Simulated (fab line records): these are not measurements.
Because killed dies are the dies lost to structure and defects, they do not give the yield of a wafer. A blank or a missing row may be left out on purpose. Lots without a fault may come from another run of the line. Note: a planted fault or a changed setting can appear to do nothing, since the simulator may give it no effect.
What tool caused it? | flow sky130 | Sampling: 11 lots, 33 wafers, 6 of 708 route steps

WHAT THE GAUGES READ, wafer by wafer
SKY_SD_N_RS_MEAS_16: measurement is done with a four-point probe. Usual: for SD_N_RS the level is 68.51 ohm/sq and the standard deviation is 0.1.
lot  | measured     | on           | SD_N_RS (ohm/sq)  | flag
L235 | day 28 05:46 | filmMetro-04 | 68.51 68.53 68.35 | 
L238 | day 30 03:45 | filmMetro-02 | 68.55 68.49 68.38 | 
L239 | day 30 14:47 | filmMetro-04 | 68.46 68.45 68.34 | 
L240 | day 30 23:44 | filmMetro-03 | 68.40 68.54 68.58 | 
L246 | day 32 10:26 | filmMetro-04 | 68.36 68.52 68.43 | 
L251 | day 33 20:11 | filmMetro-04 | 71.03 70.97 70.94 | OFF
L252 | day 33 23:27 | filmMetro-02 | 70.89 70.89 71.05 | OFF
L253 | day 34 12:53 | filmMetro-03 | 68.60 68.63 68.49 | 
L256 | day 35 08:47 | filmMetro-03 | 68.52 68.49 68.43 | 
L255 | day 35 08:29 | filmMetro-02 | 68.60 68.58 68.54 | 
L257 | day 35 09:12 | filmMetro-02 | 68.58 68.50 68.31 | 

SKY_SD_N_RS_MEAS_17: measurement is done with a four-point probe. Usual: for SD_P_RS the level is 147.8 ohm/sq and the standard deviation is 0.35.
lot  | measured     | on           | SD_P_RS (ohm/sq)  | flag
L235 | day 28 05:53 | filmMetro-04 | 147.7 147.6 147.7 | 
L238 | day 30 03:52 | filmMetro-02 | 148.3 148.0 147.8 | 
L239 | day 30 14:55 | filmMetro-04 | 147.3 147.6 147.7 | 
L240 | day 30 23:52 | filmMetro-03 | 148.1 147.6 147.9 | 
L246 | day 32 10:34 | filmMetro-04 | 147.6 147.0 147.2 | 
L251 | day 33 20:18 | filmMetro-04 | 147.8 148.4 147.8 | 
L252 | day 33 23:34 | filmMetro-02 | 147.8 147.6 148.0 | 
L253 | day 34 13:00 | filmMetro-03 | 148.1 147.9 148.3 | 
L256 | day 35 08:55 | filmMetro-03 | 147.7 148.0 147.6 | 
L255 | day 35 08:37 | filmMetro-02 | 148.1 148.1 147.7 | 
L257 | day 35 09:19 | filmMetro-02 | 147.8 148.1 148.2 | 

WHICH TOOL RAN EACH LOT (tool, then ch and the chambers of the sampled wafers, then the start)
lot  | SKY_LDD_HVN_STRIP_09                | SKY_SD_P_STRIP_10                   | SKY_SD_N_IMPLANT_09             | SKY_SD_N_STRIP_11
L235 | plasmaAsher-04 ch 0,1, day 20 09:49 | plasmaAsher-03 ch 0,1, day 25 19:02 | implanter-01 ch 0, day 28 05:05 | plasmaAsher-01 ch 0,1, day 28 05:22
L238 | plasmaAsher-03 ch 0,1, day 22 18:14 | plasmaAsher-03 ch 0,1, day 27 18:17 | implanter-01 ch 0, day 30 03:04 | plasmaAsher-02 ch 0,1, day 30 03:22
L239 | plasmaAsher-03 ch 0,1, day 23 05:07 | plasmaAsher-03 ch 0,1, day 28 05:11 | implanter-04 ch 0, day 30 13:52 | plasmaAsher-01 ch 0,1, day 30 14:24
L240 | plasmaAsher-02 ch 0,1, day 23 13:39 | plasmaAsher-02 ch 0,1, day 28 15:04 | implanter-02 ch 0, day 30 23:04 | plasmaAsher-04 ch 0,1, day 30 23:20
L246 | plasmaAsher-03 ch 0,1, day 25 01:30 | plasmaAsher-02 ch 0,1, day 30 01:43 | implanter-02 ch 0, day 32 09:46 | plasmaAsher-04 ch 0,1, day 32 10:03
L251 | plasmaAsher-02 ch 0,1, day 26 17:23 | plasmaAsher-04 ch 0, day 31 12:35   | implanter-01 ch 0, day 33 19:29 | plasmaAsher-02 ch 0,1, day 33 19:47
L252 | plasmaAsher-04 ch 0,1, day 26 20:32 | plasmaAsher-02 ch 0,1, day 31 15:27 | implanter-01 ch 0, day 33 22:46 | plasmaAsher-01 ch 0,1, day 33 23:04
L253 | plasmaAsher-03 ch 0,1, day 27 11:13 | plasmaAsher-02 ch 0,1, day 32 05:27 | implanter-04 ch 0, day 34 12:11 | plasmaAsher-02 ch 0,1, day 34 12:29
L256 | plasmaAsher-02 ch 0,1, day 28 05:08 | plasmaAsher-04 ch 0,1, day 33 03:26 | implanter-02 ch 0, day 35 08:06 | plasmaAsher-04 ch 0,1, day 35 08:24
L255 | plasmaAsher-04 ch 0,1, day 28 05:26 | plasmaAsher-02 ch 0,1, day 33 03:11 | implanter-02 ch 0, day 35 07:48 | plasmaAsher-04 ch 0,1, day 35 08:06
L257 | plasmaAsher-03 ch 0,1, day 28 11:17 | plasmaAsher-04 ch 0,1, day 33 04:05 | implanter-02 ch 0, day 35 08:31 | plasmaAsher-02 ch 0,1, day 35 08:47
- SKY_LDD_HVN_STRIP_09: strips in O2/N2.
- SKY_SD_P_STRIP_10: strips in O2/N2.
- SKY_SD_N_IMPLANT_09
- SKY_SD_N_STRIP_11: strips in O2/N2.

WHAT THE TOOLS THEMSELVES READ (means of the sampled wafers that have a number; where no wafer has one, the mark that the record gives instead)
SKY_LDD_HVN_STRIP_09. Usual: drypumpMotorCurrentA 5.77 A, standard deviation 0.19; oesProductAu 0.408 a.u., standard deviation 0.0044; stripTimeToEndpointS 4.137 s, standard deviation 0.013.
lot  | tool           | drypumpMotorCurrentA (A) | oesProductAu (a.u.) | stripTimeToEndpointS (s) | flag
L235 | plasmaAsher-04 | 5.75                     | 0.411               | 4.132                    | 
L238 | plasmaAsher-03 | 5.88                     | 0.410               | 4.125                    | 
L239 | plasmaAsher-03 | 5.87                     | 0.406               | 4.129                    | 
L240 | plasmaAsher-02 | 5.76                     | 0.407               | 4.141                    | 
L246 | plasmaAsher-03 | 5.73                     | 0.409               | 4.134                    | 
L251 | plasmaAsher-02 | 5.68                     | 0.409               | 4.143                    | 
L252 | plasmaAsher-04 | 5.77                     | 0.411               | 4.154                    | 
L253 | plasmaAsher-03 | 5.90                     | 0.405               | 4.126                    | 
L256 | plasmaAsher-02 | 5.66                     | 0.406               | 4.123                    | 
L255 | plasmaAsher-04 | 5.74                     | 0.409               | 4.154                    | 
L257 | plasmaAsher-03 | 5.89                     | 0.413               | 4.136                    | 

SKY_SD_P_STRIP_10. Usual: drypumpMotorCurrentA 5.75 A, standard deviation 0.17; oesProductAu 0.618 a.u., standard deviation 0.0047; stripTimeToEndpointS 17.46 s, standard deviation 0.039.
lot  | tool           | drypumpMotorCurrentA (A) | oesProductAu (a.u.) | stripTimeToEndpointS (s) | flag
L235 | plasmaAsher-03 | 5.73                     | 0.621               | 17.50                    | 
L238 | plasmaAsher-03 | 5.89                     | 0.620               | 17.48                    | 
L239 | plasmaAsher-03 | 5.88                     | 0.614               | 17.44                    | 
L240 | plasmaAsher-02 | 5.78                     | 0.614               | 17.46                    | 
L246 | plasmaAsher-02 | 5.64                     | 0.618               | 17.46                    | 
L251 | plasmaAsher-04 | 5.70                     | 0.620               | 17.44                    | 
L252 | plasmaAsher-02 | 5.67                     | 0.621               | 17.52                    | 
L253 | plasmaAsher-02 | 5.77                     | 0.620               | 17.46                    | 
L256 | plasmaAsher-04 | 5.79                     | 0.616               | 17.49                    | 
L255 | plasmaAsher-02 | 5.66                     | 0.619               | 17.43                    | 
L257 | plasmaAsher-04 | 5.74                     | 0.616               | 17.41                    | 

SKY_SD_N_IMPLANT_09. Usual: beamOnS 19.1 s, standard deviation 0.58; faradayCurrentUA 11520, standard deviation 340.
lot  | tool         | beamOnS (s) | faradayCurrentUA | flag
L235 | implanter-01 | 20.0        | 10981            | 
L238 | implanter-01 | 19.3        | 11410            | 
L239 | implanter-04 | 18.4        | 11898            | 
L240 | implanter-02 | 19.3        | 11402            | 
L246 | implanter-02 | 18.9        | 11624            | 
L251 | implanter-01 | 15.1        | 14581            | OFF
L252 | implanter-01 | 15.0        | 14646            | OFF
L253 | implanter-04 | 18.6        | 11810            | 
L256 | implanter-02 | 18.8        | 11692            | 
L255 | implanter-02 | 18.7        | 11746            | 
L257 | implanter-02 | 19.1        | 11438            | 

SKY_SD_N_STRIP_11. Usual: drypumpMotorCurrentA 5.76 A, standard deviation 0.12; oesProductAu 0.527 a.u., standard deviation 0.0045; stripTimeToEndpointS 22.55 s, standard deviation 0.044.
lot  | tool           | drypumpMotorCurrentA (A) | oesProductAu (a.u.) | stripTimeToEndpointS (s) | flag
L235 | plasmaAsher-01 | 5.80                     | 0.533               | 22.55                    | 
L238 | plasmaAsher-02 | 5.66                     | 0.525               | 22.57                    | 
L239 | plasmaAsher-01 | 5.80                     | 0.524               | 22.50                    | 
L240 | plasmaAsher-04 | 5.78                     | 0.528               | 22.56                    | 
L246 | plasmaAsher-04 | 5.75                     | 0.527               | 22.55                    | 
L251 | plasmaAsher-02 | 5.64                     | 0.541               | 21.52                    | OFF
L252 | plasmaAsher-01 | 5.79                     | 0.537               | 21.60                    | OFF
L253 | plasmaAsher-02 | 5.80                     | 0.532               | 22.54                    | 
L256 | plasmaAsher-04 | 5.79                     | 0.524               | 22.57                    | 
L255 | plasmaAsher-04 | 5.75                     | 0.531               | 22.48                    | 
L257 | plasmaAsher-02 | 5.68                     | 0.524               | 22.65                    | 

THE ANSWER, worked out from the rows above alone
Rule: lot off if the mean of its wafers having a number is beyond 3 standard deviations from the usual mean. A lot without any number at a reading at which 4 lots or more have one is off too. The other lots that the step has rows for count as sound. Order of review: gauges by route order, followed by the tools' own readings, for which a lot's mean as printed above is used. At the first step where some lot is off, the reading lying furthest off is the one used; lots without a number count as furthest.
Off: L251, L252, seen at SKY_SD_N_RS_MEAS_16 (SD_N_RS).
A tool fits if, at a process step before that reading, it ran every lot that is off, and no sound lot after the first of them. The gauges at SKY_SD_N_RS_MEAS_16 aren't tried: what is off there is off at SKY_SD_N_IMPLANT_09 too, on other tools, and a gauge's error can't cause that. One fits: SKY_SD_N_IMPLANT_09 on implanter-01. Its last sound lot is L238 (day 30 03:04), its first lot that is off L251 (day 33 19:29): a fault that began between those two fits.
The tool's own readings at SKY_SD_N_IMPLANT_09 bear it out: on the lots that are off they differ by more than 5 times the standard deviation of the sound lots' means. beamOnS reads 15.1 s there against 19.0 s on the sound lots; faradayCurrentUA reads 14614 there against 11556 on the sound lots.

WHAT WAS PUT IN BY THE SIMULATOR
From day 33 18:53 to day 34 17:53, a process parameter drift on implanter-01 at SKY_SD_N_IMPLANT_09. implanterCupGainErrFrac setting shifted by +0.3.
Struck lots among those shown: L251, L252. The same result came from the rule above.
